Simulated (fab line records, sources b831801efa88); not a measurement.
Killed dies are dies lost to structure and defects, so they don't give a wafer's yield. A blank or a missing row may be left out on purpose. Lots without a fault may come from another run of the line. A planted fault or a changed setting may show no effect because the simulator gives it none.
fab line records | flow sky130
record lots=6 wafers=18 last_day=50
route steps=708 shown DNWELL@41 PWDE@45 NWELL@56 VT_ADJUST_HVTP@85 PAD_OPEN@708
lots that met no fault: from a run of the same line without faults
start_h: hours from the record's first day to the start of the lot's first wafer shown | wait_h: hours since the lot's step before | " the same as in the row above | L1.1+2: a row that stands for several wafers | - no value, or no start given | * or withheld: withheld | < > ~ a bound
route shown NAME@n: a module of which the file shows steps, and the number in the route of the first | usual: mean/standard deviation of fault-free wafers | same: alike in all rows | chamber/n: place in a boat | sites: the reading at each site | _std_site: their standard deviation | _edge_site: outer sites' mean less inner sites' | radius_mm: how far each site lies from the wafer's centre | mask NAME#n: copy n | behind: the tool/chamber that last shaped the wafer | hold: why the lot was held/for how many hours/how that ended | device: the transistor (n, p or np) that didn't switch | end of line: the same wafers' tests at the end of the route | a step without rows: its recipe alone | killed: dies lost to structure and defects at the first sort, not the wafer's yield | map: a wafer's dies, x killed, . not, _ none there
set.NAME: the setting as run; set.NAME@STEP: as run at that earlier step | model.NAME: the simulator's own value behind a step, which no gauge read
lots at some steps of the route; a table a step, a row a wafer
services: from which hour (start_h, from the record's first day; less than 0 if before it) a tool's chamber was out of use, for how many hours, and why
## steps
# step SKY_DNWELL_DEVELOP_06
# recipe wall_angle_deg=90 developer=TMAH develop_time_s=60 dev_temp_c=23
# step SKY_DNWELL_IMPLANT_07
# recipe species=P energy_kev=withheld dose_cm2=withheld tilt_deg=withheld
# step SKY_DNWELL_STRIP_08
# recipe chemistry=O2/N2 power_w=1400 pressure_mtorr=1500 platen_temp_c=withheld o2_flow_sccm=3000 n2_flow_sccm=300 overash_fraction=0.5
# usual drypump_motor_current_A=5.6/0.46 oes_product_au=0.722/0.005 strip_time_to_endpoint_s=36.94/0.11
# columns lot.wafer tool chamber start_h wait_h drypump_motor_current_A oes_product_au rf_hours_counter_h strip_time_to_endpoint_s
L487.2 plasma_asher-04 0 51.39 0.1 6.2 0.719 37 36.99
L487.4 " 0 " " 6.2 0.727 - 36.96
L487.5 " 0 " " 6.2 0.731 - 36.94
L492.1 plasma_asher-02 0 80.09 0.1 5.8 0.715 24 36.78
L492.4 " 1 " " 4.9 0.726 - 36.93
L492.5 " 1 " " 4.9 0.722 - 36.93
L505.1 plasma_asher-02 1 156.89 0.1 4.8 0.727 32 37.02
L505.4 " 1 " " 4.8 0.715 - 37.06
L505.5 " 0 " " 5.8 0.721 - 37.02
L506.1 plasma_asher-02 0 159.53 0.1 5.8 0.719 32 37.06
L506.3 " 0 " " 5.8 0.729 - 36.93
L506.4 " 1 " " 4.8 0.722 - 37.02
L507.2 plasma_asher-02 1 165.10 0.1 4.8 0.714 33 36.92
L507.3 " 1 " " 4.8 0.721 - 36.99
L507.6 " 0 " " 5.7 0.723 - 36.87
L510.2 plasma_asher-01 1 176.53 0.1 5.6 0.727 5 36.95
L510.4 " 1 " " 5.6 0.710 - 37.10
L510.5 " 1 " " 5.6 0.724 - 36.96
# step SKY_DNWELL_TW_MEAS_09
# usual DNWELL_TW=1118/12
# columns lot.wafer tool chamber start_h wait_h DNWELL_TW
L487.2 film_metro-04 - 51.50 0.1 1103
L487.4 " - " " 1105
L487.5 " - " " 1098
L492.1 film_metro-04 - 80.19 0.1 1109
L492.4 " - " " 1114
L492.5 " - " " 1113
L505.1 film_metro-04 - 156.99 0.1 1109
L505.4 " - " " 1119
L505.5 " - " " 1115
L506.1 film_metro-04 - 159.63 0.1 1104
L506.3 " - " " 1106
L506.4 " - " " 1106
L507.2 film_metro-04 - 165.21 0.1 1103
L507.3 " - " " 1109
L507.6 " - " " 1109
L510.2 film_metro-02 - 176.64 0.1 1134
L510.4 " - " " 1133
L510.5 " - " " 1132
# step SKY_PWDE_DEHYDRATE_00
# recipe temp_c=200 time_s=60
# step SKY_PWDE_HMDS_01
# recipe prime_time_s=60 prime_temp_c=120
# step SKY_PWDE_COAT_02
# recipe spin_rpm=2000 resist_thk_nm=3000
# step SKY_PWDE_SOFTBAKE_03
# recipe temp_c=110 time_s=withheld
# step SKY_PWDE_EXPOSE_04
# recipe mask_id=PWDEM na=0.6 source_shape=conventional sigma_outer=0.6 polarization=unpolarized target_cd_nm=840 dose_mj=214
# step SKY_PWDE_PEB_05
# recipe temp_c=115 time_s=withheld
# step SKY_PWDE_DEVELOP_06
# recipe wall_angle_deg=90 developer=TMAH develop_time_s=60 dev_temp_c=23
# step SKY_PWDE_OVL_MEAS_07
# usual PWDE_OVL=-0.2/1.3
# columns lot.wafer tool chamber start_h wait_h PWDE_OVL[nm]
L487.2 overlay-01 - 66.66 - -0.1
L487.4 " - " " -1.5
L487.5 " - " " -3.0
L492.1 overlay-01 - 97.25 - 0.8
L492.4 " - " " -0.3
L492.5 " - " " 1.0
L505.1 overlay-01 - 177.43 - 0.4
L505.4 " - " " -1.5
L505.5 " - " " -0.3
L506.1 overlay-01 - 179.57 - -0.6
L506.3 " - " " 0.1
L506.4 " - " " -0.5
L507.2 overlay-02 - 185.46 - 1.2
L507.3 " - " " 0.5
L507.6 " - " " -0.4
L510.2 overlay-02 - 197.51 - -0.5
L510.4 " - " " -1.2
L510.5 " - " " -1.4
# step SKY_PWDE_IMPLANT_08
# recipe species=B energy_kev=150 dose_cm2=3.6e+12 tilt_deg=withheld
# usual beam_energy_keV=150.01/0.046 beam_on_s=9.95/0.21
# columns lot.wafer tool chamber start_h wait_h beam_energy_keV beam_on_s model.implant.rp_nm model.implant.drp_nm
L487.2 implanter-01 0 66.71 0.0 149.94 10.18 437.9 97.97
L487.4 " 0 " " 149.96 10.16 437.9 97.97
L487.5 " 0 " " 150.00 9.54 437.9 97.97
L492.1 implanter-03 0 97.29 0.0 150.07 9.79 438.2 97.97
L492.4 " 0 " " 150.03 10.18 438.2 97.97
L492.5 " 0 " " 150.04 9.85 438.2 97.97
L505.1 implanter-01 0 177.46 0.0 186.31 10.07 513.3 106
L505.4 " 0 " " 186.27 9.58 513.3 106
L505.5 " 0 " " 186.25 9.81 513.3 106
L506.1 implanter-01 0 179.61 0.0 186.17 9.95 520.8 106
L506.3 " 0 " " 186.23 9.93 520.8 106
L506.4 " 0 " " 186.15 9.76 520.8 106
L507.2 implanter-02 0 185.51 0.0 149.93 9.88 433.7 97.97
L507.3 " 0 " " 149.93 10.07 433.7 97.97
L507.6 " 0 " " 150.00 10.03 433.7 97.97
L510.2 implanter-02 0 197.56 0.0 149.94 10.25 448.3 97.97
L510.4 " 0 " " 149.90 9.63 448.3 97.97
L510.5 " 0 " " 149.98 9.89 448.3 97.97
# step SKY_PWDE_STRIP_09
# recipe chemistry=O2/N2 power_w=1400 pressure_mtorr=1500 platen_temp_c=withheld o2_flow_sccm=3000 n2_flow_sccm=300 overash_fraction=0.5
# usual drypump_motor_current_A=5.8/0.3 oes_product_au=0.723/0.004 strip_time_to_endpoint_s=36.97/0.11
# columns lot.wafer tool chamber start_h wait_h drypump_motor_current_A oes_product_au rf_hours_counter_h strip_time_to_endpoint_s
L487.2 plasma_asher-03 1 66.84 0.1 5.4 0.725 38 37.07
L487.4 " 1 " " 5.5 0.723 - 37.04
L487.5 " 1 " " 5.4 0.729 - 37.13
L492.1 plasma_asher-03 1 97.44 0.1 5.4 0.725 41 37.02
L492.4 " 1 " " 5.4 0.724 - 37.05
L492.5 " 1 " " 5.4 0.724 - 36.96
L505.1 plasma_asher-01 0 177.61 0.1 6.1 0.716 5 36.88
L505.4 " 1 " " 5.6 0.723 - 36.91
L505.5 " 0 " " 6.2 0.723 - 36.82
L506.1 plasma_asher-03 1 179.76 0.1 5.4 0.722 50 36.94
L506.3 " 0 " " 6.0 0.723 - 36.91
L506.4 " 1 " " 5.4 0.722 - 37.04
L507.2 plasma_asher-01 0 185.64 0.1 6.1 0.724 6 36.96
L507.3 " 0 " " 6.1 0.720 - 36.99
L507.6 " 0 " " 6.1 0.721 - 37.00
L510.2 plasma_asher-01 0 197.69 0.1 6.1 0.726 7 36.87
L510.4 " 0 " " 6.1 0.727 - 36.83
L510.5 " 0 " " 6.1 0.727 - 36.92
# step SKY_PWDE_TW_MEAS_10
# usual PWDE_TW=377/3.3
# columns lot.wafer tool chamber start_h wait_h PWDE_TW
L487.2 film_metro-04 - 66.95 0.1 370
L487.4 " - " " 371
L487.5 " - " " 372
L492.1 film_metro-04 - 97.54 0.1 368
L492.4 " - " " 371
L492.5 " - " " 371
L505.1 film_metro-02 - 177.71 0.1 385
L505.4 " - " " 382
L505.5 " - " " 386
L506.1 film_metro-03 - 179.86 0.1 380
L506.3 " - " " 376
L506.4 " - " " 378
L507.2 film_metro-02 - 185.75 0.1 379
L507.3 " - " " 379
L507.6 " - " " 379
L510.2 film_metro-04 - 197.80 0.1 372
L510.4 " - " " 372
L510.5 " - " " 373
# step SKY_NWELL_DEHYDRATE_03
# recipe temp_c=200 time_s=60
# step SKY_NWELL_HMDS_04
# recipe prime_time_s=60 prime_temp_c=120
# step SKY_NWELL_COAT_05
# recipe spin_rpm=2000 resist_thk_nm=3000
# step SKY_NWELL_SOFTBAKE_06
# recipe temp_c=110 time_s=withheld
# step SKY_NWELL_EXPOSE_07
# recipe mask_id=NWM na=0.6 source_shape=conventional sigma_outer=0.6 polarization=unpolarized target_cd_nm=840 dose_mj=255
# step SKY_NWELL_PEB_08
# recipe temp_c=115 time_s=withheld
# step SKY_NWELL_DEVELOP_09
# recipe wall_angle_deg=90 developer=TMAH develop_time_s=60 dev_temp_c=23
# step SKY_NWELL_OVL_MEAS_10
# usual NWELL_00_OVL=0.1/1.5
# columns lot.wafer tool chamber start_h wait_h NWELL_00_OVL[nm]
L487.2 overlay-01 - 83.58 - -0.3
L487.4 " - " " -0.3
L487.5 " - " " -0.4
L492.1 overlay-02 - 115.74 - 0.1
L492.4 " - " " 0.3
L492.5 " - " " -0.4
L505.1 overlay-02 - 198.65 - -0.9
L505.4 " - " " -1.1
L505.5 " - " " -1.4
L506.1 overlay-01 - 201.64 - -1.6
L506.3 " - " " -0.5
L506.4 " - " " -2.5
L507.2 overlay-02 - 207.88 - 2.2
L507.3 " - " " 4.3
L507.6 " - " " 3.4
L510.2 overlay-02 - 218.88 - -2.4
L510.4 " - " " -1.2
L510.5 " - " " -2.4
# step SKY_NWELL_IMPLANT_11
# recipe species=P energy_kev=400 dose_cm2=1.9e+13 tilt_deg=withheld
# step SKY_NWELL_IMPLANT_12
# recipe species=P energy_kev=120 dose_cm2=1.3e+12 tilt_deg=withheld
# step SKY_NWELL_IMPLANT_13
# recipe species=P energy_kev=50 dose_cm2=7e+11 tilt_deg=withheld
# step SKY_NWELL_STRIP_14
# recipe chemistry=O2/N2 power_w=1400 pressure_mtorr=1500 platen_temp_c=withheld o2_flow_sccm=3000 n2_flow_sccm=300 overash_fraction=0.5
# usual drypump_motor_current_A=5.7/0.38 oes_product_au=0.722/0.0049 strip_time_to_endpoint_s=36.85/0.092
# columns lot.wafer tool chamber start_h wait_h drypump_motor_current_A oes_product_au rf_hours_counter_h strip_time_to_endpoint_s
L487.2 plasma_asher-03 0 84.06 0.1 6.0 0.717 40 36.96
L487.4 " 1 " " 5.4 0.719 - 36.87
L487.5 " 0 " " 6.0 0.716 - 36.90
L492.1 plasma_asher-03 0 116.23 0.1 6.0 0.718 43 36.76
L492.4 " 1 " " 5.4 0.720 - 36.75
L492.5 " 1 " " 5.5 0.716 - 36.75
L505.1 plasma_asher-03 1 199.14 0.1 5.4 0.718 52 36.96
L505.4 " 0 " " 6.0 0.719 - 36.91
L505.5 " 0 " " 6.0 0.719 - 36.96
L506.1 plasma_asher-02 0 202.13 0.1 5.8 0.719 37 36.79
L506.3 " 1 " " 4.8 0.715 - 36.74
L506.4 " 0 " " 5.8 0.724 - 36.75
L507.2 plasma_asher-03 0 208.38 0.1 6.0 0.729 52 37.03
L507.3 " 0 " " 6.0 0.727 - 36.90
L507.6 " 1 " " 5.4 0.720 - 36.85
L510.2 plasma_asher-03 0 219.36 0.1 6.0 0.727 53 36.79
L510.4 " 1 " " 5.4 0.731 - 36.90
L510.5 " 0 " " 6.0 0.720 - 36.75
# step SKY_NWELL_TW_MEAS_15
# usual NWELL_TW=1831/17
# columns lot.wafer tool chamber start_h wait_h NWELL_TW
L487.2 film_metro-02 - 84.17 0.1 1843
L487.4 " - " " 1844
L487.5 " - " " 1839
L492.1 film_metro-02 - 116.33 0.1 1846
L492.4 " - " " 1847
L492.5 " - " " 1852
L505.1 film_metro-03 - 199.24 0.1 1837
L505.4 " - " " 1827
L505.5 " - " " 1836
L506.1 film_metro-02 - 202.23 0.1 1848
L506.3 " - " " 1845
L506.4 " - " " 1847
L507.2 film_metro-04 - 208.49 0.1 1815
L507.3 " - " " 1818
L507.6 " - " " 1818
L510.2 film_metro-02 - 219.47 0.1 1837
L510.4 " - " " 1845
L510.5 " - " " 1846
# step SKY_NWELL_DEHYDRATE_16
# recipe temp_c=200 time_s=60
# step SKY_NWELL_HMDS_17
# recipe prime_time_s=60 prime_temp_c=120
# step SKY_NWELL_COAT_18
# recipe spin_rpm=2000 resist_thk_nm=3000
# step SKY_NWELL_SOFTBAKE_19
# recipe temp_c=110 time_s=withheld
# step SKY_NWELL_EXPOSE_20
# recipe mask_id=NWM_COMPLEMENT na=0.6 source_shape=conventional sigma_outer=0.6 polarization=unpolarized target_cd_nm=840 dose_mj=260
# step SKY_NWELL_PEB_21
# recipe temp_c=115 time_s=withheld
# step SKY_NWELL_DEVELOP_22
# recipe wall_angle_deg=90 developer=TMAH develop_time_s=60 dev_temp_c=23
# step SKY_NWELL_OVL_MEAS_23
# usual NWELL_01_OVL=-0.4/1.1
# columns lot.wafer tool chamber start_h wait_h NWELL_01_OVL[nm]
L487.2 overlay-02 - 101.51 - -1.9
L487.4 " - " " -1.9
L487.5 " - " " -2.2
L492.1 overlay-02 - 133.97 - -2.9
L492.4 " - " " -0.3
L492.5 " - " " -0.7
L505.1 overlay-02 - 220.97 - -1.7
L505.4 " - " " -1.6
L505.5 " - " " -0.2
L506.1 overlay-01 - 224.42 - 0.3
L506.3 " - " " 1.3
L506.4 " - " " 2.3
L507.2 overlay-01 - 230.41 - 0.2
L507.3 " - " " 0.9
L507.6 " - " " 1.0
L510.2 overlay-01 - 242.01 - -1.7
L510.4 " - " " -2.3
L510.5 " - " " -1.1
# step SKY_NWELL_IMPLANT_24
# recipe species=B energy_kev=140 dose_cm2=9.2e+12 tilt_deg=withheld
# step SKY_NWELL_STRIP_25
# recipe chemistry=O2/N2 power_w=1400 pressure_mtorr=1500 platen_temp_c=withheld o2_flow_sccm=3000 n2_flow_sccm=300 overash_fraction=0.5
# usual drypump_motor_current_A=5.6/0.41 oes_product_au=0.722/0.0043 strip_time_to_endpoint_s=36.91/0.11
# columns lot.wafer tool chamber start_h wait_h drypump_motor_current_A oes_product_au rf_hours_counter_h strip_time_to_endpoint_s
L487.2 plasma_asher-03 1 101.69 0.1 5.4 0.728 42 36.93
L487.4 " 0 " " 6.0 0.722 - 36.93
L487.5 " 0 " " 6.0 0.716 - 36.97
L492.1 plasma_asher-02 1 134.16 0.1 4.8 0.724 30 37.13
L492.4 " 0 " " 5.8 0.719 - 37.04
L492.5 " 1 " " 4.8 0.728 - 37.13
L505.1 plasma_asher-03 0 221.16 0.1 6.0 0.724 54 36.80
L505.4 " 0 " " 6.0 0.718 - 36.76
L505.5 " 1 " " 5.4 0.726 - 36.74
L506.1 plasma_asher-01 0 224.61 0.1 6.1 0.732 10 36.92
L506.3 " 0 " " 6.1 0.723 - 36.83
L506.4 " 1 " " 5.5 0.727 - 36.80
L507.2 plasma_asher-03 1 230.59 0.1 5.4 0.722 54 36.97
L507.3 " 0 " " 6.0 0.722 - 37.03
L507.6 " 0 " " 6.0 0.719 - 36.95
L510.2 plasma_asher-01 0 242.19 0.1 6.1 0.724 12 36.89
L510.4 " 1 " " 5.6 0.715 - 36.82
L510.5 " 0 " " 6.1 0.723 - 36.78
# step SKY_NWELL_TW_MEAS_26
# usual NWELL_2_TW=499/4.3
# columns lot.wafer tool chamber start_h wait_h NWELL_2_TW
L487.2 film_metro-04 - 101.80 0.1 492
L487.4 " - " " 491
L487.5 " - " " 494
L492.1 film_metro-03 - 134.26 0.1 498
L492.4 " - " " 498
L492.5 " - " " 499
L505.1 film_metro-03 - 221.26 0.1 498
L505.4 " - " " 501
L505.5 " - " " 501
L506.1 film_metro-02 - 224.71 0.1 503
L506.3 " - " " 506
L506.4 " - " " 502
L507.2 film_metro-03 - 230.70 0.1 500
L507.3 " - " " 502
L507.6 " - " " 501
L510.2 film_metro-04 - 242.30 0.1 494
L510.4 " - " " 491
L510.5 " - " " 494
# step SKY_NWELL_CLEAN_27
# recipe chemistry=SC1/SC2 mix=1:4:20 temp_c=70 time_s=150 dry=n2_spin
# step SKY_NWELL_RTA_28
# recipe temp_c=1050 time_s=30 idle_temp_c=650 ramp_up_c_per_s=150 ramp_down_c_per_s=90 ambient=N2
# usual lamp_power_pct=25.31/0.059 wafer_temp_C_max=1054.8/0.94
# columns lot.wafer tool chamber start_h wait_h lamp_power_pct wafer_temp_C_max
L487.2 rtp_anneal-02 0 101.91 0.0 25.26 1054.6
L487.4 " 0 " " 25.26 1054.5
L487.5 " 0 " " 25.32 1054.4
L492.1 rtp_anneal-02 0 134.37 0.0 25.35 1053.4
L492.4 " 0 " " 25.24 1054.8
L492.5 " 0 " " 25.38 1055.0
L505.1 rtp_anneal-01 0 221.37 0.0 25.30 1053.5
L505.4 " 0 " " 25.32 1055.8
L505.5 " 0 " " 25.32 1054.8
L506.1 rtp_anneal-02 0 224.82 0.0 25.28 1055.4
L506.3 " 0 " " 25.16 1054.1
L506.4 " 0 " " 25.27 1054.8
L507.2 rtp_anneal-01 0 230.81 0.0 25.30 1055.1
L507.3 " 0 " " 25.35 1054.2
L507.6 " 0 " " 25.38 1054.7
L510.2 rtp_anneal-01 0 242.41 0.0 25.34 1055.9
L510.4 " 0 " " 25.38 1053.3
L510.5 " 0 " " 25.26 1054.6
# step SKY_NWELL_RS_MEAS_29
# recipe thk_meas_gauge=four-point-probe
# usual NWELL_RS=625.2/1.5
# columns lot.wafer tool chamber start_h wait_h NWELL_RS[ohm/sq]
L487.2 film_metro-02 - 102.02 0.1 625.1
L487.4 " - " " 625.6
L487.5 " - " " 626.3
L492.1 film_metro-04 - 134.47 0.1 624.6
L492.4 " - " " 624.4
L492.5 " - " " 625.7
L505.1 film_metro-02 - 221.47 0.1 627.0
L505.4 " - " " 627.9
L505.5 " - " " 625.4
L506.1 film_metro-04 - 224.92 0.1 624.5
L506.3 " - " " 626.5
L506.4 " - " " 624.4
L507.2 film_metro-02 - 230.92 0.1 625.7
L507.3 " - " " 624.3
L507.6 " - " " 623.9
L510.2 film_metro-03 - 242.52 0.1 623.4
L510.4 " - " " 623.4
L510.5 " - " " 622.2
# step SKY_NWELL_RS_MEAS_31
# recipe thk_meas_gauge=four-point-probe
# usual PWDE_RS=5276/16
# columns lot.wafer tool chamber start_h wait_h hold PWDE_RS[ohm/sq]
L487.2 film_metro-02 - 102.26 0.1 - 5285
L487.4 " - " " - 5286
L487.5 " - " " - 5279
L492.1 film_metro-04 - 134.71 0.1 - 5272
L492.4 " - " " - 5301
L492.5 " - " " - 5271
L505.1 film_metro-02 - 221.71 0.1 await_dispo/0.2h/release 5218
L505.4 " - " " await_dispo/0.2h/release 5200
L505.5 " - " " await_dispo/0.2h/release 5214
L505.1 film_metro-02 - 222.00 0.3 - 5210
L505.4 " - " " - 5220
L505.5 " - " " - 5218
L506.1 film_metro-04 - 225.16 0.1 await_dispo/0.2h/release 5219
L506.3 " - " " await_dispo/0.2h/release 5224
L506.4 " - " " await_dispo/0.2h/release 5217
L506.1 film_metro-04 - 225.45 0.3 - 5213
L506.3 " - " " - 5228
L506.4 " - " " - 5222
L507.2 film_metro-02 - 231.16 0.1 - 5289
L507.3 " - " " - 5288
L507.6 " - " " - 5282
L510.2 film_metro-03 - 242.76 0.1 - 5281
L510.4 " - " " - 5289
L510.5 " - " " - 5292
# step SKY_VT_ADJUST_HVTP_DEHYDRATE_00
# recipe temp_c=200 time_s=60
# columns lot.wafer tool chamber start_h wait_h hold
L487.2+4+5 litho_track-01 0 110.85 8.6 -
L492.1+4+5 litho_track-03 0 143.27 8.5 -
L505.1+4+5 litho_track-03 0 232.37 10.4 await_dispo/2.6h/release
L506.1+3+4 litho_track-03 0 236.17 10.7 await_dispo/3.2h/release
L507.2+3+6 litho_track-04 0 242.12 10.9 -
L510.2+4+5 litho_track-01 0 253.60 10.8 -
# step SKY_PAD_OPEN_PROBE_99
# usual killed_at_M0_to_M3=44/7.3 killed_at_M4_up=3.1/1.6 killed_at_contacts=24/5.4 killed_at_front_end=15/4 killed_at_other=0.2/0.49 killed_dies=86/10 killed_open=48/7.3 killed_short=38/6.3
# same gross_dies=492 killed_at_back_side=0
# columns lot.wafer tool chamber start_h wait_h killed_at_M0_to_M3 killed_at_M4_up killed_at_contacts killed_at_front_end killed_at_other killed_dies killed_open killed_short model.etest.res_p_drift_20v.line_ohm_um model.etest.res_p_drift_20v.rs_ohm_sq model.etest.res_pwde_under_gate.rs_ohm_sq
L487.2 prober-02 - 1069.38 0.1 39 3 23 15 0 80 48 32 1.125e+04 9619 6197
L487.4 prober-02 - 1069.48 0.2 49 1 25 7 0 82 43 39 1.124e+04 9296 6205
L487.5 prober-02 - 1069.53 0.2 40 3 20 16 0 79 44 35 1.151e+04 9593 6185
L492.1 prober-01 - 1105.19 0.1 38 3 13 16 0 70 31 39 1.051e+04 8877 6189
L492.4 prober-01 - 1105.34 0.2 40 3 27 15 0 85 46 39 1.079e+04 9138 6269
L492.5 prober-01 - 1105.39 0.2 26 2 23 19 0 70 40 30 1.074e+04 8828 6180
L505.1 prober-01 - 1182.37 0.1 46 1 21 9 0 77 47 30 8563 7200 6335
L505.4 prober-01 - 1182.52 0.2 45 3 15 13 0 76 38 38 8638 7262 6355
L505.5 prober-01 - 1182.57 0.2 37 5 21 15 0 78 43 35 8650 7236 6324
L506.1 prober-01 - 1185.80 0.1 54 9 23 21 0 107 57 50 8724 7218 6239
L506.3 prober-01 - 1185.90 0.2 43 4 14 15 1 77 33 44 8628 7107 6264
L506.4 prober-01 - 1185.95 0.2 25 2 33 16 1 77 44 33 8684 7225 6306
L507.2 prober-01 - 1187.63 0.1 51 3 36 17 1 108 61 47 1.149e+04 9630 6185
L507.3 prober-01 - 1187.68 0.2 46 5 24 9 0 84 49 35 1.185e+04 9843 6196
L507.6 prober-01 - 1187.83 0.2 57 1 19 15 0 92 41 51 1.144e+04 9472 6180
L510.2 prober-01 - 1195.44 0.1 37 3 25 13 1 79 50 29 1.056e+04 8942 6178
L510.4 prober-01 - 1195.54 0.2 56 3 28 16 0 103 49 54 1.011e+04 8485 6163
L510.5 prober-01 - 1195.59 0.2 50 4 29 17 0 100 61 39 1.004e+04 8441 6164
# killed by level:class
L487.2 LI_CONTACT:geometric_particle:open=9 VIA1:geometric_particle:open=9 CONTACT:geometric_particle:open=6 METAL1:geometric_particle:short=6 VIA3:geometric_particle:open=6 FIELD_ISO:geometric_particle:open=5 VIA2:geometric_particle:open=5 FIELD_ISO:geometric_particle:short=4
L487.4 CONTACT:geometric_particle:open=11 VIA1:geometric_particle:open=8 VIA3:geometric_particle:open=8 METAL2:geometric_particle:short=8 VIA1:geometric_particle:short=7 VIA2:geometric_particle:open=7 CONTACT:geometric_particle:short=6 LI_CONTACT:geometric_particle:open=5
L487.5 VIA1:geometric_particle:open=13 CONTACT:geometric_particle:open=9 VIA2:geometric_particle:open=6 FIELD_ISO:geometric_particle:short=5 VIA3:geometric_particle:open=5 LOCAL_INTERCONNECT:geometric_particle:short=4 VIA2:geometric_particle:short=4 LI_CONTACT:geometric_particle:open=3
L492.1 VIA1:geometric_particle:open=7 METAL2:geometric_particle:short=7 VIA2:geometric_particle:open=6 FIELD_ISO:geometric_particle:open=4 POLY_GATE:geometric_particle:short=4 LI_CONTACT:geometric_particle:short=4 CONTACT:geometric_particle:open=4 METAL3:geometric_particle:short=4
L492.4 VIA2:geometric_particle:open=11 LI_CONTACT:geometric_particle:open=7 CONTACT:geometric_particle:open=7 VIA1:geometric_particle:open=6 CONTACT:geometric_particle:short=6 METAL1:geometric_particle:short=6 FIELD_ISO:geometric_particle:open=4 LOCAL_INTERCONNECT:geometric_particle:short=4
L492.5 CONTACT:geometric_particle:open=9 FIELD_ISO:geometric_particle:open=6 VIA2:geometric_particle:open=6 FIELD_ISO:geometric_particle:short=5 LI_CONTACT:geometric_particle:open=5 LOCAL_INTERCONNECT:geometric_particle:short=5 VIA1:geometric_particle:open=5 POLY_GATE:geometric_particle:short=4
L505.1 VIA3:geometric_particle:open=13 LI_CONTACT:geometric_particle:open=8 METAL1:geometric_particle:short=6 VIA2:geometric_particle:open=6 VIA1:geometric_particle:open=5 CONTACT:geometric_particle:open=4 LOCAL_INTERCONNECT:geometric_particle:open=3 CONTACT:geometric_particle:short=3
L505.4 VIA1:geometric_particle:open=10 LOCAL_INTERCONNECT:geometric_particle:short=8 VIA2:geometric_particle:short=7 VIA3:geometric_particle:open=6 FIELD_ISO:geometric_particle:short=5 VIA1:geometric_particle:short=5 VIA2:geometric_particle:open=5 FIELD_ISO:geometric_particle:open=4
L505.5 LI_CONTACT:geometric_particle:open=10 VIA1:geometric_particle:open=7 VIA2:geometric_particle:open=6 FIELD_ISO:geometric_particle:short=4 CONTACT:geometric_particle:open=4 METAL1:geometric_particle:short=4 VIA1:geometric_particle:short=4 VIA3:geometric_particle:open=4
L506.1 VIA1:geometric_particle:open=15 VIA2:geometric_particle:open=8 LI_CONTACT:geometric_particle:open=7 METAL4:geometric_particle:short=7 FIELD_ISO:geometric_particle:short=6 CONTACT:geometric_particle:open=6 METAL3:geometric_particle:short=5 VIA3:geometric_particle:open=5
L506.3 VIA1:geometric_particle:open=9 VIA1:geometric_particle:short=7 METAL1:geometric_particle:short=7 VIA3:geometric_particle:short=6 METAL3:geometric_particle:short=6 FIELD_ISO:geometric_particle:open=5 CONTACT:geometric_particle:open=5 POLY_GATE:geometric_particle:short=4
L506.4 LI_CONTACT:geometric_particle:open=12 VIA1:geometric_particle:open=9 LOCAL_INTERCONNECT:geometric_particle:short=6 FIELD_ISO:geometric_particle:short=5 CONTACT:geometric_particle:open=5 CONTACT:geometric_particle:short=4 METAL2:geometric_particle:short=4 VIA2:geometric_particle:open=4
L507.2 VIA1:geometric_particle:open=12 LI_CONTACT:geometric_particle:open=9 CONTACT:geometric_particle:open=9 VIA3:geometric_particle:open=8 FIELD_ISO:geometric_particle:open=7 VIA2:geometric_particle:open=7 METAL2:geometric_particle:short=7 LOCAL_INTERCONNECT:geometric_particle:short=6
L507.3 VIA1:geometric_particle:open=13 CONTACT:geometric_particle:open=10 VIA2:geometric_particle:open=7 LI_CONTACT:geometric_particle:open=6 VIA3:geometric_particle:open=6 METAL2:geometric_particle:short=5 LI_CONTACT:geometric_particle:short=5 METAL4:geometric_particle:short=5
L507.6 VIA1:geometric_particle:open=12 METAL2:geometric_particle:short=11 FIELD_ISO:geometric_particle:short=8 CONTACT:geometric_particle:open=7 VIA2:geometric_particle:open=7 CONTACT:geometric_particle:short=5 VIA3:geometric_particle:open=5 METAL1:geometric_particle:short=4
L510.2 CONTACT:geometric_particle:open=15 VIA1:geometric_particle:open=8 VIA3:geometric_particle:open=6 LI_CONTACT:geometric_particle:open=5 METAL1:geometric_particle:short=5 VIA2:geometric_particle:open=5 FIELD_ISO:geometric_particle:open=3 POLY_GATE:geometric_particle:open=3
L510.4 VIA1:geometric_particle:open=12 VIA1:geometric_particle:short=9 CONTACT:geometric_particle:open=8 VIA3:geometric_particle:open=8 METAL1:geometric_particle:short=7 FIELD_ISO:geometric_particle:open=6 LOCAL_INTERCONNECT:geometric_particle:short=6 CONTACT:geometric_particle:short=6
L510.5 VIA1:geometric_particle:open=13 VIA2:geometric_particle:open=12 CONTACT:geometric_particle:open=10 VIA3:geometric_particle:open=8 CONTACT:geometric_particle:short=7 POLY_GATE:geometric_particle:short=6 POLY_GATE:geometric_particle:open=4 LI_CONTACT:geometric_particle:open=4
## services
# columns tool chamber start_h hours kind
implanter-03 - 33.91 3.5 repair
rtp_anneal-01 - 44.65 70.7 pm
implanter-03 - 56.89 11.8 repair
implanter-02 - 62.85 4.1 repair
implanter-01 - 94.24 0.9 repair
implanter-02 - 98.17 4.7 repair
plasma_asher-01 - 108.75 9.0 pm
plasma_asher-01 0 108.75 9.0 vent_cycle
plasma_asher-01 1 108.75 9.0 vent_cycle
plasma_asher-01 0 117.75 - clean
plasma_asher-01 1 117.75 - clean
rtp_anneal-01 - 122.82 1.1 pm
implanter-01 - 126.41 1.6 repair
plasma_asher-01 - 127.13 7.5 pm
rtp_anneal-01 - 140.17 0.9 repair
implanter-02 - 142.71 0.5 repair
implanter-01 - 167.87 1.3 repair
plasma_asher-02 - 170.31 2.8 pm
plasma_asher-02 - 226.23 2.9 repair
plasma_asher-03 - 236.25 8.5 repair
## key
first_sign step=SKY_PWDE_IMPLANT_08 reading=beam_energy_keV direction=up sigmas=99+ usual=* struck=*
effect step=SKY_NWELL_RS_MEAS_31 reading=PWDE_RS direction=down sigmas=3.8 usual=5276 struck=5215
model_effect step=SKY_PWDE_IMPLANT_08 value=implant.rp_nm without=438.1 struck=517
model_effect step=SKY_PAD_OPEN_PROBE_99 value=etest.res_p_drift_20v.line_ohm_um without=1.105e+04 struck=8648
met_at SKY_PWDE_IMPLANT_08
struck_wafers L505.1,L505.4,L505.5,L506.1,L506.3,L506.4
tester_left_out L505,L506
onset_between 66.71 177.46
fault kind=process_parameter_drift tool=implanter-01 chamber=- onset_h=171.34 steps=SKY_PWDE_IMPLANT_08 channel=energy_kev offset=* shape=step end_h=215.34 acts_in=* stated=*
# tester_left_out: of these lots the tester's yield and bins aren't shown, on N5 and GAA mostly nor the transistor test; their killed dies are dies lost to structure and defects alone, not to doping, threshold or leakage, so they don't give the yield
